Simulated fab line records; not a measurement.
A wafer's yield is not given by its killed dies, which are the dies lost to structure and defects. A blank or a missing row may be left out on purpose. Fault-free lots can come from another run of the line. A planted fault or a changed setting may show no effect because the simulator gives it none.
Struck lot and sound lot, side by side | flow sky130 | 17 out of 708 route steps
Sound: the wafers L795.1, L795.3, L795.5. Struck: wafer L804.2. (L804.4 of the same lot was not struck and is left out.) The cause comes at the end.
Each step with rows lists, per side, the tool, then ch with its chambers, then its first start. Under that, the readings that differ: sound wafers | struck wafers | difference of the means | sigmas: that difference in standard deviations of wafers without a fault.
alike: a reading whose means differ by less than 2 such deviations, as well as words and numbers matching on both sides. not compared: withheld readings; readings where some wafer has no value; bounds like >300 that might hide an equal value; numbers whose values overlap and for which the record gives no deviation.
A row with sigmas, a row that says differs or no value, or rows on one side alone: a step with any of these is where the two part. Numbers that have no deviation but don't overlap get no sigmas and don't part them. A reading that every wafer of one side lacks parts them only if that side has two wafers or more.

first, 1 step without rows for these wafers: SKY_FIELD_ISO_DEVELOP_12 (develop time 60 s).
SKY_FIELD_ISO_CD_MEAS_13 targets a cd of 150 nm.
  sound on cdSem-01 at day 2 04:46; struck on cdSem-01 at day 4 04:40
  alike: cdNm
SKY_FIELD_ISO_ETCH_14: etches BARC in N2/H2, stops on SiO2, time 45.9 s, target depth 60 nm.
  sound on rieDiel-01 ch 1,2, day 2 04:53; struck on rieDiel-03 ch 3, day 4 04:46
reading                  | sound       | struck | difference | sigmas
drypumpMotorCurrentA (A) | 6.1 5.3 5.3 | 6.5    | +0.9       | +3
  alike: h2FlowSccm, oesProductAu, throttleValvePct
  not compared: rfHoursCounterH
SKY_FIELD_ISO_ETCH_15: etches the open film in CHF3/O2, stops on Si, target depth 180 nm, time 72 s.
  sound on rieDiel-01 ch 1,2, day 2 04:55; struck on rieDiel-03 ch 3, day 4 04:49
reading                  | sound       | struck | difference | sigmas
drypumpMotorCurrentA (A) | 6.2 5.3 5.3 | 6.5    | +0.9       | +3
  alike: oesProductAu, throttleValvePct
  not compared: rfHoursCounterH
SKY_FIELD_ISO_STRIP_16: strips in O2/N2.
  sound on plasmaAsher-03 ch 0,1, day 2 04:59; struck on plasmaAsher-03 ch 0, day 4 04:52
  alike: drypumpMotorCurrentA, oesProductAu, stripTimeToEndpointS
  not compared: rfHoursCounterH
SKY_FIELD_ISO_ETCH_17: etches Si in HBr/Cl2/O2, target depth 342 nm, time 97.7 s.
  sound on rieSi-02 ch 1,3, day 2 05:05; struck on rieSi-02 ch 1, day 4 04:58
  alike: drypumpMotorCurrentA, oesProductAu, throttleValvePct
  not compared: rfHoursCounterH
then, 5 steps without rows for these wafers: SKY_FIELD_ISO_WET_ETCH_18 (etches Si3N4 in H3PO4, target depth 25 nm, time 286 s); SKY_FIELD_ISO_CLEAN_19 (cleans in SC1/SC2, time 150 s); SKY_FIELD_ISO_CLEAN_20 (cleans in dHF, time 20 s); SKY_FIELD_ISO_WET_ETCH_21 (etches SiO2 in dHF, target depth 20 nm, time 400 s); SKY_FIELD_ISO_OXIDATION_22 (stabilise 600 s, purge 300 s, target thk 10 nm).
SKY_FIELD_ISO_THK_MEAS_23:
  sound on filmMetro-01 at day 2 08:33; struck on filmMetro-02 at day 4 06:29
reading                         | sound          | struck | difference | sigmas
FIELD_ISO_OXIDATION_01_THK (nm) | 9.79 9.84 9.87 | 10.29  | +0.46      | +2
SKY_FIELD_ISO_CVD_24: deposits SiO2, target thk 595 nm, time 99.2 s.
  sound on hdpcvd-01 ch 0,1,2, day 2 08:37; struck on hdpcvd-02 ch 1, day 4 06:32
reading                                   | sound             | struck | difference | sigmas
model.SiO2_of_FIELD_ISO_CVD_24.thkNm (nm) | 592.9 597.6 599.4 | 789.9  | +193.3     | 
SKY_FIELD_ISO_THK_MEAS_25:
  sound on filmMetro-02 at day 2 08:41; struck on filmMetro-01 at day 4 06:51
reading                   | sound       | struck | difference | sigmas
FIELD_ISO_CVD_24_THK (nm) | 593 598 599 | 790    | +193       | +40
  not compared: hold
SKY_FIELD_ISO_CMP_27: polishes, stops on Si3N4, t overpolish 16 s, target thk 457.8 nm.
  sound on cmp-02 ch 1,2, day 2 11:08; struck on cmp-01 ch 0, day 4 12:32
reading             | sound       | struck | difference | sigmas
timeToEndpointS (s) | 114 110 115 | 152    | +39        | +7
  alike: edgeZonePressureFrac, motorCurrentA, platenRpm
then, 2 steps without rows for these wafers: SKY_FIELD_ISO_WET_ETCH_28 (etches SiO2 in dHF, target depth 23.7 nm, time 47 s); SKY_PAD_OPEN_PROBE_99.

WHERE THEY PART
Last at SKY_FIELD_ISO_CMP_27 as far as this record goes, first at SKY_FIELD_ISO_ETCH_14.

WHY: the cause the simulator had injected
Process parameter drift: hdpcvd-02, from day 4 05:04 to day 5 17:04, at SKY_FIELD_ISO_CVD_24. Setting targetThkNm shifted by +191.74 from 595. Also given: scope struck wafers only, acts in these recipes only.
